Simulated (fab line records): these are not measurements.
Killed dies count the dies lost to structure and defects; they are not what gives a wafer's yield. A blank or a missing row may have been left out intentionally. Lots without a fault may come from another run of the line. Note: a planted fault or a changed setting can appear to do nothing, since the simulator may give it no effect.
Comparing a struck lot with a sound one + flow gf180mcu + 36 out of 602 route steps
Sound: the wafers L558.1, L558.3, L558.4. Struck: wafer L577.5; the same lot's L577.3 was not struck, so it is left out; see the end for the cause.
Per side, at each step with rows, come the tool, then ch with its chambers, and then its first start. Under that, the readings that differ: sound wafers + struck wafers + difference of the means + sigmas: that difference in standard deviations of wafers without a fault.
alike: readings with means less than 2 such deviations apart, plus words and numbers identical on both sides. not compared: withheld readings, readings lacking a value on some wafer, bounds such as >300 that could conceal the same value, and numbers that have no deviation in the record and whose values overlap.
The two part at a step that has a row with sigmas, a row that says differs or no value, or rows on one side only. Numbers that don't overlap but have no deviation are shown without sigmas and don't part them. A reading missing from all wafers of one side parts the sides only when that side holds two or more wafers.

first, 2 steps without rows for these wafers: GF_M3_PEB_12 (peb time 90 s); GF_M3_DEVELOP_13 (develop time 60 s).
GF_M3_CD_MEAS_14: the cd target is 280 nm.
  sound on cd_sem-01, day 21 03:38; struck on cd_sem-01, day 28 04:41
  alike: cd_nm
GF_M3_OVL_MEAS_15:
  sound on overlay-01, day 21 03:45; struck on overlay-02, day 28 04:46
  alike: M3_OVL
then, 5 steps without rows for these wafers: GF_M3_METAL_ETCH_16 (etches the open film in Cl2/BCl3, stops on SiO2, target depth 750.8 nm, time 125.1 s); GF_M3_STRIP_17 (strips in O2/N2); GF_M3_STRIP_18 (strips in post etch residue remover, time 1200 s); GF_M3_CLEAN_19 (cleans in DIW); GF_V3_CVD_00 (deposits SiO2, target thk 600 nm, time 100 s).
GF_V3_THK_MEAS_01:
  sound on film_metro-03, day 21 04:32; struck on film_metro-02, day 28 05:53
  alike: V3_CVD_00_THK
GF_V3_CVD_02: deposits SiO2 from TEOS, target thk 850 nm, time 94.851 s.
  sound on pecvd-01 ch 0,1, day 21 04:35; struck on pecvd-02 ch 2, day 28 05:56
  alike: heater_power_w
GF_V3_THK_MEAS_03:
  sound on film_metro-01, day 21 04:40; struck on film_metro-01, day 28 06:01
  alike: V3_CVD_02_THK
GF_V3_CMP_04: polishes SiO2.
  sound on cmp-02 ch 1,2,3, day 21 04:43; struck on cmp-01 ch 0, day 28 06:07
| reading                             | sound             | struck | difference | sigmas |
|-------------------------------------|-------------------|--------|------------|--------|
| time_to_endpoint_s (s)              | 76 78 83          | 64     | -15        | -3     |
| model.SiO2_of_V3_CVD_02.thk_nm (nm) | 633.1 631.9 631.9 | 695.6  | +63.3      |        |
  alike: motor_current_A, slurry_filter_dp_kPa
GF_V3_BOW_MEAS_05:
  sound on film_metro-01, day 21 05:01; struck on film_metro-03, day 28 06:24
  alike: V3_BOW
then, 8 steps without rows for these wafers: GF_V3_DEHYDRATE_06 (time 60 s); GF_V3_HMDS_07 (prime time 60 s); GF_V3_COAT_08; GF_V3_COAT_09 (resist thk 1000 nm); GF_V3_SOFTBAKE_10 (time 60 s); GF_V3_EXPOSE_11 (exposes mask Via3, target cd 260 nm); GF_V3_PEB_12 (peb time 90 s); GF_V3_DEVELOP_13 (develop time 60 s).
GF_V3_CD_MEAS_14: the cd target is 260 nm.
  sound on cd_sem-01, day 22 04:14; struck on cd_sem-02, day 29 01:36
  alike: cd_nm
GF_V3_OVL_MEAS_15:
  sound on overlay-01, day 22 04:22; struck on overlay-01, day 29 01:41
  alike: V3_OVL
GF_V3_ETCH_16: etches BARC in N2/H2.
  sound on rie_diel-02 ch 1,2,3, day 22 04:24; struck on rie_diel-01 ch 2, day 29 01:43
  alike: drypump_motor_current_A, h2_flow_sccm, oes_product_au, throttle_valve_pct
GF_V3_ETCH_17: etches SiO2 in C4F8/O2/Ar, stops on TiN, target depth 635 nm.
  sound: rie_diel-02 ch 1,2,3; struck: rie_diel-01 ch 2
| reading                        | sound             | struck | difference | sigmas |
|--------------------------------|-------------------|--------|------------|--------|
| oes_product_au (a.u.)          | 0.866 0.855 0.856 | 0.904  | +0.045     | +12    |
| model.V3.feature_depth_nm (nm) | 633.1 631.9 631.9 | 695.6  | +63.3      |        |
| model.etch.depth_nm (nm)       | 633.1 631.9 631.9 | 695.6  | +63.3      |        |
then, 4 steps without rows for these wafers: GF_V3_STRIP_18 (strips in O2/N2); GF_V3_STRIP_19 (strips in post etch residue remover, time 1200 s); GF_V3_CLEAN_20 (cleans in DIW); GF_V3_SPUTTER_21 (material Ti, target thk 15 nm, time 80.02 s).
GF_V3_SPUTTER_22: material TiN, target thk 10 nm, time 40 s.
  sound on pvd_sputter-02, day 22 05:10; struck on pvd_sputter-04, day 29 02:26
| reading                | sound                | struck | difference | sigmas |
|------------------------|----------------------|--------|------------|--------|
| cathode_dc_power_W (W) | 3998.6 4000.4 3999.5 | 4001.5 | +2.0       | +3     |
  alike: chamber_pressure_pa, throttle_valve_pct
GF_V3_CVD_23: deposits W, target thk 350 nm, time 104.9 s.
  sound on cvd_w-02 ch 0,1, day 22 05:12; struck on cvd_w-02 ch 0, day 29 02:31
  alike: heater_power_w
GF_V3_RS_MEAS_24: measures by four-point-probe.
  sound on film_metro-01, day 22 05:19; struck on film_metro-02, day 29 02:38
  alike: V3_W_RS
GF_V3_THK_MEAS_25: measures by xrf.
  sound on film_metro-01, day 22 05:26; struck on film_metro-02, day 29 02:44
  alike: V3_W_THK
GF_V3_CMP_26: polishes, stops on SiO2, t overpolish 15 s, target thk 0 nm.
  sound on cmp-02 ch 1,2,3, day 22 05:29; struck on cmp-02 ch 2, day 29 02:49
| reading                             | sound             | struck | difference | sigmas |
|-------------------------------------|-------------------|--------|------------|--------|
| model.SiO2_of_V3_CVD_02.thk_nm (nm) | 629.3 628.1 628.1 | 691.9  | +63.4      |        |
  alike: motor_current_A, slurry_filter_dp_kPa
GF_M4_SPUTTER_00: material Ti, target thk 37.5 nm, time 150 s.
  sound on pvd_sputter-03, day 22 05:47; struck on pvd_sputter-03, day 29 03:04
  alike: cathode_dc_power_W, chamber_pressure_pa, throttle_valve_pct

== WHERE THEY PART ==
Earliest at GF_V3_CMP_04; latest, in this record, at GF_V3_SPUTTER_22. Later steps at which nothing parts them and some readings are alike: GF_V3_CVD_23, GF_V3_RS_MEAS_24, GF_V3_THK_MEAS_25, GF_V3_CMP_26, GF_M4_SPUTTER_00.

WHY: whatever the simulator had introduced
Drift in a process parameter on cmp-01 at GF_V3_CMP_04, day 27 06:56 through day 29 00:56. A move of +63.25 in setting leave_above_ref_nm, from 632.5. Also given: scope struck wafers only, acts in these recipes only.
